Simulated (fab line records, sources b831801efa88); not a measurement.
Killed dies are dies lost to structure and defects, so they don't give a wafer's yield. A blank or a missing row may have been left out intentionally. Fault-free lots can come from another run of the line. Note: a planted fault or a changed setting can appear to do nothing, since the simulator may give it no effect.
fab line records	flow sky130
record: lots: 6	wafers: 18	lastDay: 50
route steps=708 shown CAP2M@612 METAL4@621 PAD_OPEN@708
lots that met no fault: taken from a fault-free run of the same line
startH: start of the lot's first displayed wafer, in hours after the record's first day	waitH: hours elapsed since this lot's preceding step	" unchanged from the row above	L1.1+2: one row covering several wafers at once	- either no value or no given start	* or withheld: withheld	< > ~ a bound
route shown NAME@n: a module of which the file shows steps, and the number in the route of the first	usual: mean and standard deviation over wafers with no fault	same: alike in all rows	chamber/n: place in a boat	sites: each site's reading	_std_site: the values' standard deviation	_edge_site: outer sites' mean less inner sites'	radiusMm: for every site, how far away it sits from the centre of the wafer	mask NAME#n: copy n	behind: the most recent tool/chamber to have shaped the wafer	hold: cause of the lot's hold/its duration in hours/its outcome	device: the n, p or np transistor that did not switch	end of line: tests of these same wafers at the route's end	for a step that has no rows: nothing shown but its recipe	killed: the dies lost at the first sort to structure and to defects; this is not the yield of the wafer	map: a wafer's dies, x killed, . not, _ none there
set.NAME: the setting that was run; set.NAME@STEP: the one run at that earlier step	model.NAME: the simulator's own value behind a step, which no gauge read
a table for each step, a row for each wafer; lots at some steps of the route
services: when a tool's chamber went out of use (startH, in hours from the record's first day, below 0 if earlier), for how many hours, and the reason
== steps ==
step: SKY_CAP2M_EXPOSE_09
recipe: maskId: CAP2M	na: 0.6	sourceShape: conventional	sigmaOuter: 0.6	polarization: unpolarized	targetCdNm: 1000	doseMj: 159
step: SKY_CAP2M_PEB_10
recipe: tempC: withheld	timeS: *	resist: NOVOLAK
step: SKY_CAP2M_DEVELOP_11
recipe: resist: NOVOLAK	developer: TMAH	developTimeS: 60	devTempC: 23
step: SKY_CAP2M_OVL_MEAS_12
usual: CAP2M_OVL: -0.9/1.3
lot.wafer	tool	chamber	startH	waitH	CAP2M_OVL[nm]
L691.1	overlay-02	-	972.70	0.1	-3.8
L691.4	"	-	"	"	-0.5
L691.5	"	-	"	"	-2.4
L695.1	overlay-01	-	999.39	0.1	0.1
L695.2	"	-	"	"	-0.4
L695.3	"	-	"	"	1.2
L699.2	overlay-01	-	1028.64	0.1	-0.2
L699.3	"	-	"	"	-1.3
L699.4	"	-	"	"	-1.0
L700.2	overlay-02	-	1036.69	0.1	-2.2
L700.3	"	-	"	"	-1.1
L700.5	"	-	"	"	-1.7
L703.2	overlay-02	-	1053.36	0.1	-0.8
L703.4	"	-	"	"	-2.3
L703.5	"	-	"	"	-1.3
L710.2	overlay-02	-	1098.94	0.1	-0.5
L710.3	"	-	"	"	-0.7
L710.5	"	-	"	"	-0.6
step: SKY_CAP2M_METAL_ETCH_13
recipe: targetDepthNm: 220	stopOn: SiO2	chemistry: Cl2/BCl3	target: TiN	pressureMtorr: 10	icpW: 900	biasW: 48.5	Cl2_flow_sccm: 60	bcl3FlowSccm: 30	timeS: 62.9
usual: drypumpMotorCurrentA: 5.6/0.51	oesProductAu: 0.938/0.0095	throttleValvePct: 21.903/0.011
lot.wafer	tool	chamber	startH	waitH	drypumpMotorCurrentA	oesProductAu	rfHoursCounterH	throttleValvePct
L691.1	rieMetal-01	0	972.74	0.0	5.1	0.932	16	21.909
L691.4	"	1	"	"	5.7	0.930	-	21.910
L691.5	"	1	"	"	5.7	0.925	-	21.906
L695.1	rieMetal-02	0	999.42	0.0	6.0	0.927	22	21.921
L695.2	"	1	"	"	6.3	0.923	6	21.916
L695.3	"	0	"	"	6.0	0.913	-	21.913
L699.2	rieMetal-03	1	1028.67	0.0	4.8	0.934	17	21.899
L699.3	"	1	"	"	4.8	0.940	-	21.904
L699.4	"	0	"	"	5.7	0.940	-	21.902
L700.2	rieMetal-03	1	1036.72	0.0	4.8	0.938	17	21.901
L700.3	"	1	"	"	4.7	0.938	-	21.923
L700.5	"	1	"	"	4.7	0.934	-	21.914
L703.2	rieMetal-03	0	1053.39	0.0	5.7	0.928	17	21.924
L703.4	"	1	"	"	4.8	0.922	-	21.906
L703.5	"	1	"	"	4.8	0.936	-	21.897
L710.2	rieMetal-01	1	1099.00	0.0	5.6	0.934	-	21.916
L710.3	"	1	"	"	5.7	0.937	-	21.893
L710.5	"	1	"	"	5.6	0.937	-	21.909
step: SKY_CAP2M_STRIP_14
recipe: chemistry: O2/N2	powerW: 1400	pressureMtorr: 1500	platenTempC: withheld	o2FlowSccm: 3000	n2FlowSccm: 300	overashFraction: 0.5
usual: drypumpMotorCurrentA: 6.1/0.41	oesProductAu: 0.710/0.0046	stripTimeToEndpointS: 12.65/0.053
lot.wafer	tool	chamber	startH	waitH	drypumpMotorCurrentA	oesProductAu	rfHoursCounterH	stripTimeToEndpointS
L691.1	plasmaAsher-03	0	972.82	0.1	5.7	0.710	56	12.61
L691.4	"	1	"	"	6.7	0.711	-	12.59
L691.5	"	0	"	"	5.7	0.717	-	12.63
L695.1	plasmaAsher-04	0	999.50	0.1	6.3	0.709	21	12.64
L695.2	"	1	"	"	6.3	0.704	21	12.68
L695.3	"	0	"	"	6.3	0.706	-	12.64
L699.2	plasmaAsher-02	0	1028.75	0.1	5.6	0.710	78	12.75
L699.3	"	0	"	"	5.6	0.714	-	12.81
L699.4	"	1	"	"	5.6	0.709	-	12.67
L700.2	plasmaAsher-04	0	1036.80	0.1	6.3	0.709	24	12.65
L700.3	"	0	"	"	6.2	0.717	-	12.65
L700.5	"	0	"	"	6.3	0.703	-	12.68
L703.2	plasmaAsher-03	1	1053.47	0.1	6.7	0.703	63	12.63
L703.4	"	1	"	"	6.7	0.706	-	12.73
L703.5	"	1	"	"	6.7	0.707	-	12.71
L710.2	plasmaAsher-03	1	1099.13	0.1	6.7	0.710	68	12.64
L710.3	"	0	"	"	5.7	0.706	-	12.62
L710.5	"	0	"	"	5.7	0.714	-	12.65
step: SKY_CAP2M_STRIP_15
recipe: chemistry: postEtchResidueRemover	timeS: 1200	tempC: 72.5
step: SKY_CAP2M_CLEAN_16
recipe: chemistry: IPA	timeS: 180	tempC: 25
step: SKY_CAP2M_CLEAN_17
recipe: chemistry: O3/DIW	dry: n2Spin
step: SKY_METAL4_DEHYDRATE_05
recipe: tempC: 200	timeS: 60
step: SKY_METAL4_HMDS_06
recipe: primeTimeS: 60	primeTempC: 120
step: SKY_METAL4_COAT_07
recipe: resist: BARC	tempC: withheld	timeS: withheld	spinRpm: 3000	resistThkNm: 60
step: SKY_METAL4_COAT_08
recipe: resist: KrF-thick	spinRpm: 3000	resistThkNm: 1140
usual: resistLineTempC: 23.01/0.11
lot.wafer	tool	chamber	startH	waitH	resistLineTempC	model.KrF-thick_of_METAL4_COAT_08.thkNm
L691.1	lithoTrack-01	0	985	-	23.12	1143
L691.4	"	0	"	"	23.10	1143
L691.5	"	0	"	"	22.88	1144
L695.1	lithoTrack-02	0	1011	-	23.08	1142
L695.2	"	0	"	"	23.23	1142
L695.3	"	0	"	"	23.16	1139
L699.2	lithoTrack-01	0	1039	-	23.19	1229
L699.3	"	0	"	"	23.02	1234
L699.4	"	0	"	"	23.08	1230
L700.2	lithoTrack-01	0	1048	-	22.93	1230
L700.3	"	0	"	"	22.80	1232
L700.5	"	0	"	"	22.85	1230
L703.2	lithoTrack-03	0	1064	-	23.01	1140
L703.4	"	0	"	"	23.09	1140
L703.5	"	0	1065	-	23.11	1140
L710.2	lithoTrack-02	0	1109	-	23.10	1139
L710.3	"	0	"	"	23.11	1139
L710.5	"	0	"	"	23.06	1143
step: SKY_METAL4_SOFTBAKE_09
recipe: tempC: 100	timeS: 90	resist: KrF-thick
step: SKY_METAL4_EXPOSE_10
recipe: maskId: MM4	na: 0.68	sourceShape: annular	sigmaInner: 0.4	sigmaOuter: 0.8	targetCdNm: 300	doseMj: 28
step: SKY_METAL4_PEB_11
recipe: pebTempC: withheld	pebTimeS: withheld	resist: KrF-thick
step: SKY_METAL4_DEVELOP_12
recipe: developTimeS: 60	resist: KrF-thick	devTempC: 21
step: SKY_METAL4_CD_MEAS_13
recipe: targetCdNm: 300
usual: cdNm: 299.8/1.4
lot.wafer	tool	chamber	startH	waitH	cdNm
L691.1	cdSem-01	-	997.19	-	299.0
L691.4	"	-	"	"	300.7
L691.5	"	-	"	"	301.4
L695.1	cdSem-02	-	1022.39	-	297.9
L695.2	"	-	"	"	296.7
L695.3	"	-	"	"	297.4
L699.2	cdSem-02	-	1051.61	-	302.9
L699.3	"	-	"	"	302.4
L699.4	"	-	"	"	302.9
L700.2	cdSem-01	-	1060.12	-	303.0
L700.3	"	-	"	"	303.4
L700.5	"	-	"	"	302.3
L703.2	cdSem-01	-	1076.01	-	300.6
L703.4	"	-	"	"	300.4
L703.5	"	-	"	"	299.4
L710.2	cdSem-02	-	1120.22	-	300.8
L710.3	"	-	"	"	300.1
L710.5	"	-	"	"	300.1
step: SKY_METAL4_OVL_MEAS_14
usual: METAL4_OVL: -2/5.2
lot.wafer	tool	chamber	startH	waitH	METAL4_OVL[nm]
L691.1	overlay-02	-	997.31	0.1	-2
L691.4	"	-	"	"	-4
L691.5	"	-	"	"	-3
L695.1	overlay-01	-	1022.51	0.1	1
L695.2	"	-	"	"	-1
L695.3	"	-	"	"	-3
L699.2	overlay-01	-	1051.71	0.1	-6
L699.3	"	-	"	"	-9
L699.4	"	-	"	"	-5
L700.2	overlay-02	-	1060.23	0.1	0
L700.3	"	-	"	"	9
L700.5	"	-	"	"	6
L703.2	overlay-02	-	1076.11	0.1	0
L703.4	"	-	"	"	6
L703.5	"	-	"	"	3
L710.2	overlay-01	-	1120.33	0.1	6
L710.3	"	-	"	"	7
L710.5	"	-	"	"	0
step: SKY_METAL4_DESCUM_15
recipe: chemistry: O2	sourcePowerW: 150	biasPowerW: 0	pressureMtorr: 10	tempC: 40	timeS: 8
usual: drypumpMotorCurrentA: 5.6/0.51	oesProductAu: 0.999/0.014
lot.wafer	tool	chamber	startH	waitH	drypumpMotorCurrentA	oesProductAu	rfHoursCounterH	model.METAL4.cdNm
L691.1	rieMetal-04	0	997.35	0.0	5.6	1.017	13	297.7
L691.4	"	1	"	"	5.6	1.013	-	300.1
L691.5	"	0	"	"	5.6	1.001	-	299.7
L695.1	rieMetal-03	1	1022.54	0.0	4.8	0.993	16	297.8
L695.2	"	0	"	"	5.7	1.009	15	296.5
L695.3	"	0	"	"	5.7	1.014	-	297.3
L699.2	rieMetal-04	0	1051.74	0.0	5.6	1.010	15	300.9
L699.3	"	1	"	"	5.5	0.990	-	301.4
L699.4	"	0	"	"	5.6	1.012	-	301.2
L700.2	rieMetal-02	0	1060.26	0.0	6.0	1.004	1	303.5
L700.3	"	1	"	"	6.2	0.993	-	302.6
L700.5	"	0	"	"	6.0	1.000	-	302.6
L703.2	rieMetal-03	1	1076.14	0.0	4.7	0.987	20	300.4
L703.4	"	1	"	"	4.8	0.988	-	300.3
L703.5	"	0	"	"	5.7	1.028	-	299.9
L710.2	rieMetal-02	1	1120.36	0.0	6.2	0.974	17	300.3
L710.3	"	1	"	"	6.3	0.978	-	300
L710.5	"	0	"	"	6.0	0.996	-	300.1
step: SKY_METAL4_ETCH_16
recipe: chemistry: N2/H2	target: BARC	ionEnergyEv: 200	biasW: 100	pressureMtorr: 30	n2FlowSccm: 100	h2FlowSccm: 200	icpW: 500	stopOn: SiO2	timeS: 88.2	targetDepthA: 600
usual: drypumpMotorCurrentA: 5.6/0.51	oesProductAu: 0.625/0.0047	throttleValvePct: 13.206/0.0087
lot.wafer	tool	chamber	startH	waitH	drypumpMotorCurrentA	oesProductAu	rfHoursCounterH	throttleValvePct
L691.1	rieMetal-04	0	997.38	0.0	5.6	0.624	13	13.207
L691.4	"	1	"	"	5.6	0.630	-	13.220
L691.5	"	0	"	"	5.6	0.626	-	13.211
L695.1	rieMetal-03	1	1022.57	0.0	4.8	0.627	16	13.212
L695.2	"	0	"	"	5.7	0.632	15	13.197
L695.3	"	0	"	"	5.7	0.624	-	13.200
L699.2	rieMetal-04	0	1051.78	0.0	5.6	0.637	15	13.222
L699.3	"	1	"	"	5.6	0.615	-	13.204
L699.4	"	0	"	"	5.6	0.627	-	13.205
L700.2	rieMetal-02	0	1060.29	0.0	6.0	0.616	1	13.215
L700.3	"	1	"	"	6.3	0.628	-	13.211
L700.5	"	0	"	"	6.0	0.618	-	13.212
L703.2	rieMetal-03	1	1076.18	0.0	4.8	0.615	20	13.199
L703.4	"	1	"	"	4.8	0.632	-	13.204
L703.5	"	0	"	"	5.7	0.624	-	13.200
L710.2	rieMetal-02	1	1120.39	0.0	6.3	0.631	17	13.211
L710.3	"	1	"	"	6.3	0.607	-	13.209
L710.5	"	0	"	"	6.0	0.626	-	13.188
step: SKY_METAL4_ETCH_17
recipe: target: SiO2	stopOn: TiN	chemistry: C4F8/O2/Ar	sourceW: 1500	biasW: 1200	pressureMtorr: 40	c4f8FlowSccm: withheld	O2_flow_sccm: 6	Ar_flow_sccm: 300	timeS: 3.9	targetDepthA: 150
usual: oesProductAu: 0.755/0.0085
lot.wafer	tool	chamber	startH	waitH	oesProductAu	rfHoursCounterH
L691.1	rieDiel-03	0	997.48	0.1	0.750	13
L691.4	"	1	"	"	0.756	14
L691.5	"	1	"	"	0.761	-
L695.1	rieDiel-02	0	1022.67	0.1	0.748	13
L695.2	"	3	"	"	0.768	18
L695.3	"	1	"	"	0.744	7
L699.2	rieDiel-02	3	1051.87	0.1	0.765	18
L699.3	"	0	"	"	0.764	14
L699.4	"	2	"	"	0.748	21
L700.2	rieDiel-02	2	1060.39	0.1	0.747	21
L700.3	"	0	"	"	0.758	14
L700.5	"	2	"	"	0.754	-
L703.2	rieDiel-03	0	1076.27	0.1	0.759	15
L703.4	"	3	"	"	0.747	8
L703.5	"	1	"	"	0.759	-
L710.2	rieDiel-02	2	1120.49	0.1	0.765	23
L710.3	"	0	"	"	0.755	16
L710.5	"	1	"	"	0.760	-
step: SKY_METAL4_METAL_ETCH_18
recipe: targetDepthA: 8450	stopOn: SiO2	overEtchFrac: 0.3	timeS: 183.1	chemistry: Cl2/BCl3	resistSidewallDeg: 88	pressureMtorr: 10	icpW: 900	biasW: 48.5	Cl2_flow_sccm: 60	bcl3FlowSccm: 30
usual: drypumpMotorCurrentA: 5.6/0.48	oesProductAu: 0.865/0.0056	throttleValvePct: 22.264/0.0098
lot.wafer	tool	chamber	startH	waitH	drypumpMotorCurrentA	oesProductAu	rfHoursCounterH	throttleValvePct	model.KrF-thick_of_METAL4_COAT_08.thkNm
L691.1	rieMetal-03	0	997.50	0.0	5.7	0.866	13	22.268	508.3
L691.4	"	1	"	"	4.8	0.861	-	22.251	540.9
L691.5	"	1	"	"	4.8	0.866	-	22.266	531.7
L695.1	rieMetal-02	1	1022.69	0.0	6.3	0.872	7	22.286	547.2
L695.2	"	1	"	"	6.3	0.872	-	22.279	545.4
L695.3	"	1	"	"	6.2	0.869	-	22.260	539
L699.2	rieMetal-03	0	1051.89	0.0	5.7	0.862	17	22.262	603.2
L699.3	"	0	"	"	5.7	0.862	-	22.260	609.1
L699.4	"	1	"	"	4.8	0.864	-	22.255	628
L700.2	rieMetal-03	0	1060.41	0.0	5.7	0.869	18	22.281	603.5
L700.3	"	1	"	"	4.8	0.871	-	22.265	631.8
L700.5	"	0	"	"	5.7	0.866	-	22.265	600.9
L703.2	rieMetal-03	1	1076.29	0.0	4.8	0.863	21	22.260	542
L703.4	"	1	"	"	4.8	0.868	-	22.249	540.2
L703.5	"	1	"	"	4.8	0.871	-	22.250	537.8
L710.2	rieMetal-04	0	1120.51	0.0	5.6	0.872	19	22.257	510.9
L710.3	"	0	"	"	5.6	0.864	-	22.245	508.7
L710.5	"	1	"	"	5.5	0.855	-	22.271	521.7
step: SKY_METAL4_STRIP_19
recipe: chemistry: O2/N2	powerW: 1400	pressureMtorr: 1500	platenTempC: withheld	o2FlowSccm: 3000	n2FlowSccm: 300	overashFraction: 0.5
usual: drypumpMotorCurrentA: 5.7/0.47	oesProductAu: 0.502/0.007	stripTimeToEndpointS: 6.53/0.13
lot.wafer	tool	chamber	startH	waitH	drypumpMotorCurrentA	oesProductAu	rfHoursCounterH	stripTimeToEndpointS
L691.1	plasmaAsher-01	1	997.67	0.1	5.5	0.496	125	6.35
L691.4	"	1	"	"	5.4	0.502	-	6.66
L691.5	"	0	"	"	5.3	0.495	-	6.60
L695.1	plasmaAsher-03	1	1023.05	0.3	6.7	0.514	60	6.73
L695.2	"	0	"	"	5.7	0.508	60	6.71
L695.3	"	1	"	"	6.7	0.504	-	6.66
L699.2	plasmaAsher-01	0	1052.07	0.1	5.2	0.536	130	7.29
L699.3	"	1	"	"	5.4	0.542	-	7.36
L699.4	"	0	"	"	5.3	0.546	-	7.53
L700.2	plasmaAsher-02	0	1060.59	0.1	5.6	0.535	82	7.29
L700.3	"	0	"	"	5.6	0.541	-	7.57
L700.5	"	0	"	"	5.6	0.533	-	7.27
L703.2	plasmaAsher-02	1	1076.47	0.1	5.6	0.505	84	6.67
L703.4	"	1	"	"	5.6	0.502	-	6.65
L703.5	"	1	"	"	5.6	0.505	-	6.65
L710.2	plasmaAsher-01	0	1120.69	0.1	5.3	0.494	6	6.37
L710.3	"	1	"	"	5.4	0.489	-	6.37
L710.5	"	0	"	"	5.3	0.512	-	6.49
step: SKY_METAL4_STRIP_20
recipe: chemistry: postEtchResidueRemover	timeS: 1200	tempC: 72.5
step: SKY_PAD_OPEN_PROBE_99
usual: defectLimitedYield: 82.6/1.9	killed_at_M0_to_M3: 42/7	killed_at_M4_up: 3.2/1.6	killedAtContacts: 24/5.8	killedAtFrontEnd: 16/4.3	killedAtOther: 0.3/0.62	killedDies: 86/9.5	killedOpen: 46/6.4	killedShort: 39/6.3	sort_bin_3_pad_short: 0.9/0.43	sort_bin_5_function: 10.5/1.4	sort_bin_6_memory: 6.1/1.2	sortNPass: 406/9.5	sortYieldPct: 82.6/1.9
same: grossDies: 492	killedAtBackSide: 0	sort_bin_4_leakage[%]: 0	sort_bin_8_speed[%]: 0
lot.wafer	tool	chamber	startH	waitH	defectLimitedYield[%]	killed_at_M0_to_M3	killed_at_M4_up	killedAtContacts	killedAtFrontEnd	killedAtOther	killedDies	killedOpen	killedShort	sort_bin_3_pad_short[%]	sort_bin_5_function[%]	sort_bin_6_memory[%]	sortNPass	sortYieldPct[%]
L695.1	prober-01	-	1114.38	0.1	79.3	56	2	30	14	0	102	53	48	0.6	12.8	7.3	390	79.3
L695.2	prober-01	-	1114.43	0.1	85.8	32	2	25	10	1	70	34	36	1.6	7.1	5.5	422	85.8
L695.3	prober-01	-	1114.48	0.2	81.9	44	4	19	22	0	89	48	40	1.0	11.4	5.7	403	81.9
L699.2	prober-02	-	1140.21	0.1	84.1	46	5	20	6	1	78	36	42	0.8	10.0	5.1	414	84.1
L699.3	prober-02	-	1140.26	0.2	84.8	39	2	13	20	1	75	37	38	0.6	10.0	4.7	417	84.8
L699.4	prober-02	-	1140.31	0.2	84.8	34	1	25	15	0	75	42	33	1.2	8.9	5.1	417	84.8
L700.2	prober-01	-	1147.69	0.1	83.7	38	3	21	18	0	80	44	36	0.2	10.2	5.9	412	83.7
L700.3	prober-01	-	1147.74	0.2	83.5	41	3	16	21	0	81	47	34	0.6	9.8	6.1	411	83.5
L700.5	prober-01	-	1147.84	0.2	80.3	47	5	26	17	2	97	54	43	1.2	12.0	6.5	395	80.3
L703.2	prober-02	-	1160.31	0.1	81.1	32	5	41	14	1	93	45	44	0.8	12.2	5.9	399	81.1
L703.4	prober-02	-	1160.41	0.2	81.1	50	3	25	15	0	93	52	38	1.0	10.6	7.3	399	81.1
L703.5	prober-02	-	1160.46	0.2	80.5	44	0	36	16	0	96	55	38	0.8	11.8	6.9	396	80.5
L710.2	prober-01	-	1194.02	0.1	83.1	33	1	31	18	0	83	47	36	1.0	10.8	5.1	409	83.1
L710.3	prober-01	-	1194.07	0.2	80.1	51	4	18	25	0	98	49	49	1.2	12.4	6.3	394	80.1
L710.5	prober-01	-	1194.17	0.2	80.1	46	2	31	19	0	98	50	48	1.0	10.8	8.1	394	80.1
killed by level:class
L695.1 CONTACT:geometricParticle:open=9 METAL2:geometricParticle:short=9 VIA1:geometricParticle:short=8 VIA1:geometricParticle:open=8 LI_CONTACT:geometricParticle:open=7 VIA2:geometricParticle:open=7 LI_CONTACT:geometricParticle:short=6 VIA2:geometricParticle:short=6
L695.2 CONTACT:geometricParticle:open=9 VIA1:geometricParticle:short=8 LI_CONTACT:geometricParticle:open=7 CONTACT:geometricParticle:short=5 METAL1:geometricParticle:short=5 VIA3:geometricParticle:open=4 VIA2:geometricParticle:open=4 FIELD_ISO:geometricParticle:short=3
L695.3 VIA1:geometricParticle:open=12 VIA2:geometricParticle:open=7 CONTACT:geometricParticle:short=6 CONTACT:geometricParticle:open=6 VIA3:geometricParticle:short=6 POLY_GATE:geometricParticle:open=5 VIA3:geometricParticle:open=5 POLY_GATE:geometricParticle:short=4
L699.2 METAL1:geometricParticle:short=11 LOCAL_INTERCONNECT:geometricParticle:short=7 VIA1:geometricParticle:open=7 VIA2:geometricParticle:open=6 METAL3:geometricParticle:short=5 CONTACT:geometricParticle:open=5 METAL2:geometricParticle:short=5 METAL2:geometricParticle:open=4
L699.3 METAL1:geometricParticle:short=8 VIA1:geometricParticle:short=8 FIELD_ISO:geometricParticle:open=7 VIA1:geometricParticle:open=6 VIA2:geometricParticle:open=6 POLY_GATE:geometricParticle:short=4 POLY_GATE:geometricParticle:open=4 LOCAL_INTERCONNECT:geometricParticle:short=4
L699.4 CONTACT:geometricParticle:open=8 VIA1:geometricParticle:open=7 METAL2:geometricParticle:short=6 POLY_GATE:geometricParticle:open=5 LI_CONTACT:geometricParticle:open=5 LOCAL_INTERCONNECT:geometricParticle:short=5 POLY_GATE:geometricParticle:short=4 VIA2:geometricParticle:open=4
L700.2 VIA3:geometricParticle:open=9 CONTACT:geometricParticle:open=8 FIELD_ISO:geometricParticle:short=6 LOCAL_INTERCONNECT:geometricParticle:short=5 METAL1:geometricParticle:short=5 METAL2:geometricParticle:open=5 FIELD_ISO:geometricParticle:open=4 POLY_GATE:geometricParticle:short=4
L700.3 VIA1:geometricParticle:open=13 CONTACT:geometricParticle:open=8 VIA1:geometricParticle:short=7 METAL2:geometricParticle:short=6 FIELD_ISO:geometricParticle:short=5 POLY_GATE:geometricParticle:open=5 POLY_GATE:geometricParticle:short=5 VIA3:geometricParticle:open=5
L700.5 CONTACT:geometricParticle:open=9 LI_CONTACT:geometricParticle:open=8 VIA1:geometricParticle:open=8 VIA1:geometricParticle:short=7 VIA3:geometricParticle:open=7 VIA2:geometricParticle:open=6 FIELD_ISO:geometricParticle:short=5 FIELD_ISO:geometricParticle:open=5
L703.2 CONTACT:geometricParticle:open=17 CONTACT:geometricParticle:short=8 VIA1:geometricParticle:short=8 VIA1:geometricParticle:open=6 LOCAL_INTERCONNECT:geometricParticle:short=5 VIA3:geometricParticle:open=5 LI_CONTACT:geometricParticle:open=4 METAL4:geometricParticle:short=4
L703.4 VIA1:geometricParticle:open=16 CONTACT:geometricParticle:open=10 METAL1:geometricParticle:short=8 POLY_GATE:geometricParticle:open=5 VIA2:geometricParticle:open=5 VIA3:geometricParticle:open=5 LI_CONTACT:geometricParticle:short=4 METAL3:geometricParticle:short=4
L703.5 VIA1:geometricParticle:open=11 CONTACT:geometricParticle:open=9 CONTACT:geometricParticle:short=9 VIA3:geometricParticle:open=9 LI_CONTACT:geometricParticle:open=8 VIA2:geometricParticle:open=8 METAL2:geometricParticle:short=6 POLY_GATE:geometricParticle:short=4
L710.2 CONTACT:geometricParticle:open=13 LI_CONTACT:geometricParticle:open=7 VIA1:geometricParticle:open=6 VIA2:geometricParticle:open=6 FIELD_ISO:geometricParticle:short=5 POLY_GATE:geometricParticle:short=5 LOCAL_INTERCONNECT:geometricParticle:short=5 CONTACT:geometricParticle:short=5
L710.3 POLY_GATE:geometricParticle:short=10 VIA2:geometricParticle:open=10 VIA3:geometricParticle:open=9 CONTACT:geometricParticle:open=9 METAL1:geometricParticle:short=8 VIA1:geometricParticle:open=7 FIELD_ISO:geometricParticle:open=5 METAL2:geometricParticle:short=5
L710.5 VIA2:geometricParticle:open=10 LOCAL_INTERCONNECT:geometricParticle:short=8 CONTACT:geometricParticle:open=8 LI_CONTACT:geometricParticle:open=7 VIA3:geometricParticle:open=7 CONTACT:geometricParticle:short=6 METAL1:geometricParticle:short=6 METAL2:geometricParticle:short=6
== services ==
tool	chamber	startH	hours	kind
rieDiel-03	1	964.69	8.6	repair
plasmaAsher-04	-	970.51	0.4	repair
rieMetal-02	0	970.84	4.1	repair
plasmaAsher-02	-	979.35	2.6	repair
plasmaAsher-04	-	991.35	2.8	pm
plasmaAsher-03	-	997.20	2.8	pm
rieDiel-03	-	999.73	8.8	repair
rieMetal-02	1	1002.72	14.9	repair
rieDiel-02	0	1008.15	14.0	repair
rieMetal-04	-	1012.60	15.6	pm
rieMetal-02	0	1017.62	-	clean
rieMetal-02	0	1017.62	26.6	scheduledDown
rieMetal-04	-	1041.82	0.6	repair
rieMetal-02	-	1046.15	0.4	repair
plasmaAsher-04	-	1046.86	0.4	repair
rieMetal-01	-	1053.14	28.1	pm
plasmaAsher-01	-	1055.25	9.0	pm
plasmaAsher-04	-	1060.92	2.8	repair
rieMetal-04	-	1070.99	28.1	pm
plasmaAsher-03	-	1073.86	1.0	repair
plasmaAsher-02	-	1091.69	37.2	repair
rieMetal-01	-	1106.37	0.3	repair
rieDiel-02	2	1111.97	3.7	repair
rieMetal-04	0	1115.39	3.4	repair
== key ==
firstSign: step: SKY_METAL4_CD_MEAS_13	reading: cdNm	direction: up	sigmas: 2.1	usual: 299.8	struck: 302.8
effect: step: SKY_METAL4_STRIP_19	reading: stripTimeToEndpointS	direction: up	sigmas: 6.6	usual: *	struck: *
modelEffect: step: SKY_METAL4_COAT_08	value: KrF-thick_of_METAL4_COAT_08.thkNm	without: 1143	struck: 1231
modelEffect: step: SKY_METAL4_DESCUM_15	value: METAL4.cdNm	without: 299.2	struck: 302
modelEffect: step: SKY_METAL4_METAL_ETCH_18	value: KrF-thick_of_METAL4_COAT_08.thkNm	without: 524.5	struck: 612.8
metAt SKY_METAL4_COAT_08
struckWafers L699.2,L699.3,L699.4,L700.2,L700.3,L700.5
onsetBetween 985 1039
fault: kind: processParameterDrift	tool: lithoTrack-01	chamber: -	onsetH: 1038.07	steps: SKY_METAL4_COAT_08	channel: resistThkNm	offset: 88.018	shape: step	endH: 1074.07	actsIn: theseRecipesOnly	stated: 1140
